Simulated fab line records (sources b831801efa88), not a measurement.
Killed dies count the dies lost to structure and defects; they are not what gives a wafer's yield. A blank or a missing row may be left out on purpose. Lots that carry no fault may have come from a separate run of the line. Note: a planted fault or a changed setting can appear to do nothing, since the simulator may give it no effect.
Which tool is to blame? | flow gf180mcu | 42 wafers from 14 lots sampled at 4 of the route's 602 steps

== WHAT THE GAUGES SHOWED, per wafer ==
GF_HV_LDD_TW_MEAS_23.
lot  | measured     | on           | HV_LDD_2_TW
L644 | day 10 19:29 | filmMetro-02 | 1052 1061 1062
L645 | day 11 01:29 | filmMetro-02 | 1054 1061 1053
L646 | day 11 07:09 | filmMetro-02 | 1056 1064 1057
L647 | day 11 17:44 | filmMetro-02 | 1060 1060 1063
L648 | day 12 08:46 | filmMetro-04 | 1051 1044 1046
L650 | day 12 19:18 | filmMetro-01 | 1050 1051 1054
L651 | day 13 00:59 | filmMetro-01 | 1053 1055 1054
L655 | day 14 13:08 | filmMetro-01 | 1053 1050 1052
L656 | day 14 17:13 | filmMetro-02 | 1056 1056 1053
L661 | day 16 07:29 | filmMetro-02 | 1052 1051 1053
L662 | day 16 11:44 | filmMetro-04 | 1045 1045 1044
L663 | day 16 18:05 | filmMetro-02 | 1055 1052 1049
L664 | day 17 01:26 | filmMetro-01 | 1066 1060 1064
L666 | day 17 15:39 | filmMetro-01 | 1067 1067 1062

GF_SALICIDE_RS_MEAS_04: the measuring method here is four-point-probe.
lot  | measured     | on           | SALICIDE_TIN_RS (ohm/sq)
L644 | day 15 02:07 | filmMetro-03 | 15.81 16.00 15.86
L645 | day 15 10:14 | filmMetro-02 | 16.16 16.43 16.24
L646 | day 15 15:57 | filmMetro-02 | 16.18 16.01 16.25
L647 | day 16 03:46 | filmMetro-01 | 16.05 16.12 15.99
L648 | day 16 21:58 | filmMetro-02 | 16.11 16.09 16.16
L650 | day 17 11:22 | filmMetro-01 | 16.14 16.06 16.53
L651 | day 17 17:19 | filmMetro-02 | 15.88 15.86 15.82
L655 | day 19 12:17 | filmMetro-03 | 16.58 16.42 16.57
L656 | day 19 19:53 | filmMetro-02 | 16.30 16.42 16.04
L661 | day 21 10:11 | filmMetro-02 | 16.46 16.52 16.21
L662 | day 21 15:40 | filmMetro-02 | 16.37 16.13 16.83
L663 | day 21 22:22 | filmMetro-03 | 16.46 16.29 16.55
L664 | day 22 05:58 | filmMetro-03 | 16.27 16.15 16.21
L666 | day 22 20:55 | filmMetro-03 | 16.41 16.11 16.40

== WHAT TOOL EACH LOT RAN ON (gives the tool, then ch and the chambers of the sampled wafers, and finally the start) ==
lot  | GF_HV_LDD_STRIP_10                  | GF_PSD_DEVELOP_06
L644 | plasmaAsher-04 ch 0,1, day 10 00:23 | lithoTrack-01 ch 0, day 14 04:38
L645 | plasmaAsher-03 ch 0,1, day 10 06:32 | lithoTrack-04 ch 0, day 14 11:04
L646 | plasmaAsher-03 ch 0,1, day 10 12:44 | lithoTrack-02 ch 0, day 14 16:23
L647 | plasmaAsher-04 ch 0,1, day 10 23:26 | lithoTrack-04 ch 0, day 15 05:04
L648 | plasmaAsher-03 ch 0,1, day 11 13:01 | lithoTrack-04 ch 0, day 15 22:00
L650 | plasmaAsher-03 ch 0,1, day 11 23:56 | lithoTrack-02 ch 0, day 16 10:53
L651 | plasmaAsher-04 ch 0,1, day 12 05:23 | lithoTrack-01 ch 0, day 16 16:52
L655 | plasmaAsher-04 ch 0,1, day 13 16:13 | lithoTrack-04, day 18 10:46
L656 | plasmaAsher-04 ch 0,1, day 13 20:35 | lithoTrack-02, day 18 17:16
L661 | plasmaAsher-02 ch 0,1, day 15 08:52 | lithoTrack-01 ch 0, day 20 08:20
L662 | plasmaAsher-04 ch 0,1, day 15 13:07 | lithoTrack-01 ch 0, day 20 14:11
L663 | plasmaAsher-02 ch 0,1, day 15 19:44 | lithoTrack-04 ch 0, day 20 21:48
L664 | plasmaAsher-03 ch 0,1, day 16 03:14 | lithoTrack-04 ch 0, day 21 04:48
L666 | plasmaAsher-04 ch 0,1, day 16 17:07 | lithoTrack-04 ch 0, day 21 20:04
- GF_HV_LDD_STRIP_10: strips in O2/N2.
- GF_PSD_DEVELOP_06: develop time 60 s.

== WHAT THE TOOLS THEMSELVES READ (means of the sampled wafers that have a number; where no wafer has one, the mark that the record gives instead) ==
GF_HV_LDD_STRIP_10.
lot  | tool           | drypumpMotorCurrentA (A) | heaterPowerW (W) | oesProductAu (a.u.) | platenTempC (C) | stripTimeToEndpointS (s)
L644 | plasmaAsher-04 | 6.2                      | 374              | 0.714               | 249.92          | 12.60
L645 | plasmaAsher-03 | 5.6                      | 324              | 0.714               | 250.06          | 12.64
L646 | plasmaAsher-03 | 5.5                      | 342              | 0.718               | 250.14          | 12.64
L647 | plasmaAsher-04 | 5.8                      | 364              | 0.718               | 249.96          | 12.64
L648 | plasmaAsher-03 | 5.5                      | 343              | 0.714               | 249.92          | 12.61
L650 | plasmaAsher-03 | 5.6                      | 323              | 0.716               | 250.02          | 12.61
L651 | plasmaAsher-04 | 5.8                      | 365              | 0.714               | 250.15          | 12.64
L655 | plasmaAsher-04 | 5.8                      | 361              | 0.714               | 249.91          | 12.58
L656 | plasmaAsher-04 | 5.8                      | 365              | 0.716               | 249.89          | 12.53
L661 | plasmaAsher-02 | 5.3                      | 364              | 0.716               | 250.01          | 12.62
L662 | plasmaAsher-04 | 5.8                      | 369              | 0.712               | 250.04          | 12.61
L663 | plasmaAsher-02 | 5.3                      | 363              | 0.720               | 250.09          | 12.56
L664 | plasmaAsher-03 | 5.6                      | 341              | 0.718               | 250.01          | 12.60
L666 | plasmaAsher-04 | 5.8                      | 364              | 0.715               | 250.14          | 12.61

GF_PSD_DEVELOP_06.
lot  | tool          | chillPlateTempC (C) | exhaustPa (Pa)
L644 | lithoTrack-01 | 22.86               | 44.4
L645 | lithoTrack-04 | 23.10               | 45.2
L646 | lithoTrack-02 | 22.98               | 45.6
L647 | lithoTrack-04 | 22.90               | 45.1
L648 | lithoTrack-04 | 23.03               | 44.6
L650 | lithoTrack-02 | 22.95               | 45.2
L651 | lithoTrack-01 | 22.92               | 44.9
L655 | lithoTrack-04 | -                   | -
L656 | lithoTrack-02 | -                   | -
L661 | lithoTrack-01 | 23.01               | 45.7
L662 | lithoTrack-01 | 22.96               | 45.3
L663 | lithoTrack-04 | 23.04               | 44.7
L664 | lithoTrack-04 | 22.97               | 43.7
L666 | lithoTrack-04 | 23.00               | 46.2

== THE ANSWER, worked out from the rows above alone ==
Rule: the lots themselves supply what counts as usual. The widest of any qualifying gaps counts: lots, ordered by their means at a reading, are off when they make up no more than a third of the lots, leave a main group of 4 or more, and stand apart from it by 3 or more times the standard deviation of that group's means. A main group whose means are all the same, to the digits that the tables above print for the reading, isn't used. A lot without any number at a reading at which 4 lots or more have one is off too. Any other lot the step has rows for is counted as sound. The gauges are gone through in route order, then the tools' own readings, and for those a lot's mean is taken as printed above. The first step at which some lot is off is used, and at that step the reading that is off furthest; a lot without a number counts as furthest.
Off, at GF_PSD_DEVELOP_06 on chillPlateTempC: L655, L656. Without a number there: L655, L656. Main group: mean 22.98 C, sd 0.063.
If a tool, at that step or one of the process steps before it, ran each lot that is off and ran no sound lot following the first of them, it fits. Of those tried, none fits.

== WHAT WAS PUT IN BY THE SIMULATOR ==
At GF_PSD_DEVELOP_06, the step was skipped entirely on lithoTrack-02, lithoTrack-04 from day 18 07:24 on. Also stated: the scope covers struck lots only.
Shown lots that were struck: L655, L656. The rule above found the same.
